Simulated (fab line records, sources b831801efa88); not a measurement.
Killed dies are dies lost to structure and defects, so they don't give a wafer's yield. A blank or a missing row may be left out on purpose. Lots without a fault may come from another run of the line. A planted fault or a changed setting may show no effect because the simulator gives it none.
Which tool did it? | flow sfq_line | 7 lots, 20 wafers sampled, at 1 step of a route of 325

WHAT THE GAUGES READ, wafer by wafer
SFQ_M1_OVL_MEAS_911.
lot  | measured     | on         | M1_OVL (nm)
L296 | day 13 12:50 | overlay-01 | -2 1 -3
L299 | day 14 09:15 | overlay-01 | -6 -2 -4
L302 | day 15 00:50 | overlay-01 | 4 -2
L309 | day 17 21:08 | overlay-01 | 3 5 1
L311 | day 18 10:20 | overlay-01 | -1 -2 1
L313 | day 18 23:32 | overlay-02 | -5 5 -1
L315 | day 19 17:05 | overlay-02 | -1 -1 5

WHICH TOOL RAN EACH LOT (tool, then ch and the chambers of the sampled wafers, then the start)
The record holds no process step before these readings.

THE ANSWER, worked out from the rows above alone
Rule: what is usual is taken from the lots themselves. Put in order of their means at a reading, lots are off if they are a third of the lots or fewer, leave a main group of 4 or more, and stand apart from it by a gap of 3 or more times the standard deviation of the main group's means; of several such gaps the widest counts. A main group whose means are all the same, to the digits that the tables above print for the reading, isn't used. A lot without any number at a reading at which 4 lots or more have one is off too. The other lots that the step has rows for count as sound.
No lot is off at any reading shown: from this, nothing can be told.

WHAT THE SIMULATOR HAD PUT IN
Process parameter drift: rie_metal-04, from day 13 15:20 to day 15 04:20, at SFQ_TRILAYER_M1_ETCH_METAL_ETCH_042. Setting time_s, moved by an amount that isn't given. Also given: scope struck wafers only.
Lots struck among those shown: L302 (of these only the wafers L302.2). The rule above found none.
